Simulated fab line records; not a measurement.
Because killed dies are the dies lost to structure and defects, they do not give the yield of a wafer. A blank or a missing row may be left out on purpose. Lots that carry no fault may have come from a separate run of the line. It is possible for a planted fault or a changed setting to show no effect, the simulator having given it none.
Which of the tools did it? + flow sky130 + 13 lots (39 wafers sampled), 1 step of a 708-step route

## WHAT THE GAUGES SHOWED, per wafer
SKY_VT_ADJUST_HVTP_TW_MEAS_11. Usual: for VT_ADJUST_HVTP_TW the level is 1371 and the standard deviation is 12.
| lot  | measured     | on            | VT_ADJUST_HVTP_TW | flag |
|------|--------------|---------------|-------------------|------|
| L509 | day 6 03:37  | film-metro-01 | 1376 1372 1381    |      |
| L510 | day 6 10:31  | film-metro-04 | 1358 1346 1355    |      |
| L514 | day 7 10:01  | film-metro-02 | 1369 1364 1369    |      |
| L516 | day 7 23:35  | film-metro-01 | 1379 1390 1379    |      |
| L517 | day 8 05:48  | film-metro-04 | 1365 1359 1362    |      |
| L524 | day 10 05:40 | film-metro-01 | 1374 1373 1378    |      |
| L525 | day 10 06:35 | film-metro-02 | 1369 1373 1369    |      |
| L527 | day 11 03:52 | film-metro-04 | 1362 1355 1364    |      |
| L528 | day 11 05:01 | film-metro-01 | 1396 1393 1386    |      |
| L529 | day 12 06:14 | film-metro-01 | 1393 1392 1389    |      |
| L530 | day 12 16:38 | film-metro-04 | 1347 1360 1353    |      |
| L532 | day 12 16:56 | film-metro-02 | 1370 1370 1369    |      |
| L531 | day 12 17:49 | film-metro-04 | 1366 1357 1364    |      |

## WHICH TOOL RAN EACH LOT (tool, then ch and the chambers of the sampled wafers, then the start)
Record: no process step prior to these readings.

## AS READ BY THE TOOLS THEMSELVES (means over the sampled wafers that have a number; for cases with no such wafer, the mark the record gives instead)
The record holds no such reading with a usual standard deviation.

## THE ANSWER, worked out from the rows above alone
Rule: take the mean of a lot's wafers that have a number; if it is more than 3 standard deviations from the usual mean, the lot is off. A lot without any number at a reading at which 4 lots or more have one is off too. The other lots that the step has rows for count as sound. First the gauges in route order, then the tools' own readings, where a lot's mean is used as printed above. At the first step where some lot is off, the reading lying furthest off is the one used; lots without a number count as furthest.
None of the lots is off at any reading shown; this tells nothing.

## WHAT THE SIMULATOR HAD PUT IN
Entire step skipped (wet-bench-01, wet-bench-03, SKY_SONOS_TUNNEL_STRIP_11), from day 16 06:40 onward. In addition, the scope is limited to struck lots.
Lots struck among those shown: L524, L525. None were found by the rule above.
